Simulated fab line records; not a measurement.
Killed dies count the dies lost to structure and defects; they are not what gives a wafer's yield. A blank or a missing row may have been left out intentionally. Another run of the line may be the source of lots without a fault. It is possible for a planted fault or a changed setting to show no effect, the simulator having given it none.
A lot that was struck, set against a sound lot / flow sky130 / 34 steps out of a route of 708
Sound: wafers L254.2, L254.3, L254.4. The struck wafers were L261.4, L261.5, L261.6. The cause comes at the end.
Each step with rows lists, per side, the tool, then ch with its chambers, then its first start. Under that, the readings that differ: sound wafers / struck wafers / difference of the means / sigmas: that difference in standard deviations of wafers without a fault.
alike: a reading whose means differ by less than 2 such deviations, as well as words and numbers matching on both sides. not compared: withheld readings; readings where some wafer has no value; bounds like >300 that might hide an equal value; numbers whose values overlap and for which the record gives no deviation.
Wherever a step has rows on one side only, a row that says differs or no value, or a row with sigmas, the two part there. When numbers do not overlap yet have no deviation, they are printed without sigmas and do not part them. A reading that every wafer of one side lacks parts them only if that side has two wafers or more.

first, 10 steps without rows for these wafers: SKY_LOCAL_INTERCONNECT_COAT_05 (resist thk 60 nm); SKY_LOCAL_INTERCONNECT_COAT_06 (resist thk 450 nm); SKY_LOCAL_INTERCONNECT_SOFTBAKE_07 (time 90 s); SKY_LOCAL_INTERCONNECT_EXPOSE_08 (exposes mask LI1M, target cd 170 nm); SKY_LOCAL_INTERCONNECT_PEB_09; SKY_LOCAL_INTERCONNECT_DEVELOP_10 (develop time 60 s); SKY_LOCAL_INTERCONNECT_ETCH_13 (etches BARC in N2/H2, stops on SiO2, time 45.9 s, target depth 60 nm); SKY_LOCAL_INTERCONNECT_METAL_ETCH_14 (etches TiN in Cl2/BCl3, stops on PSG, target depth 110 nm, time 31.4 s); SKY_LOCAL_INTERCONNECT_STRIP_15 (strips in O2/N2); SKY_LOCAL_INTERCONNECT_STRIP_16 (strips in post etch residue remover, time 1200 s).
SKY_LOCAL_INTERCONNECT_CLEAN_17: cleans in IPA, time 180 s.
  sound on wetBench-01 ch 0, day 31 01:03; struck on wetBench-01 ch 0, day 33 18:21
then, 22 steps without rows for these wafers: SKY_LOCAL_INTERCONNECT_CLEAN_18 (cleans in O3/DIW); SKY_CONTACT_CVD_00 (deposits Si3N4, target thk 75 nm); SKY_CONTACT_HDPCVD_02 (deposits SiO2, target thk 565 nm, time 94.2 s); SKY_CONTACT_CMP_04 (polishes SiO2); SKY_CONTACT_DEHYDRATE_06 (time 60 s); SKY_CONTACT_HMDS_07 (prime time 60 s); SKY_CONTACT_COAT_08 (resist thk 60 nm); SKY_CONTACT_COAT_09 (resist thk 450 nm); SKY_CONTACT_SOFTBAKE_10 (time 90 s); SKY_CONTACT_EXPOSE_11 (exposes mask CTM1, target cd 170 nm); SKY_CONTACT_PEB_12; SKY_CONTACT_DEVELOP_13 (develop time 60 s); SKY_CONTACT_ETCH_16 (etches BARC in N2/H2, stops on SiO2, time 45.9 s, target depth 60 nm); SKY_CONTACT_ETCH_17 (etches SiO2 in C4F8/O2/Ar, stops on Si3N4, target depth 340 nm); SKY_CONTACT_ETCH_18 (etches Si3N4 in CHF3/O2, stops on TiN, time 39 s, target depth 75 nm); SKY_CONTACT_STRIP_19 (strips in O2/N2); SKY_CONTACT_STRIP_20 (strips in post etch residue remover, time 1200 s); SKY_CONTACT_CLEAN_21 (cleans in IPA, time 180 s); SKY_CONTACT_CLEAN_22 (cleans in O3/DIW); SKY_CONTACT_SPUTTER_23 (material TiN, target thk 20 nm, time 80 s); SKY_CONTACT_CVD_24 (deposits W, target thk 340 nm, time 102.12 s); SKY_CONTACT_CMP_27 (polishes, stops on SiO2, t overpolish 15 s, target thk 0 nm).
-- the record jumps here: 15 days lie between the struck wafers' starts before and after (it left off in module CONTACT and takes up again in module PAD_OPEN, whose first step shown is number 708 of the route) --
SKY_PAD_OPEN_PROBE_99:
  struck on prober-02, day 48 11:01; sound on prober-01, day 46 08:09
reading=killedAtContacts; sound=20 26 19; struck=59 59 74; difference=+42; sigmas=+9
reading=killedDies; sound=91 89 83; struck=125 129 139; difference=+43; sigmas=+4
  alike: killed_at_M0_to_M3, killed_at_M4_up, killedAtFrontEnd, killedAtOther, killedOpen, killedShort

## WHERE THEY PART
SKY_PAD_OPEN_PROBE_99 only, going by this record.

WHY: what the simulator had put in
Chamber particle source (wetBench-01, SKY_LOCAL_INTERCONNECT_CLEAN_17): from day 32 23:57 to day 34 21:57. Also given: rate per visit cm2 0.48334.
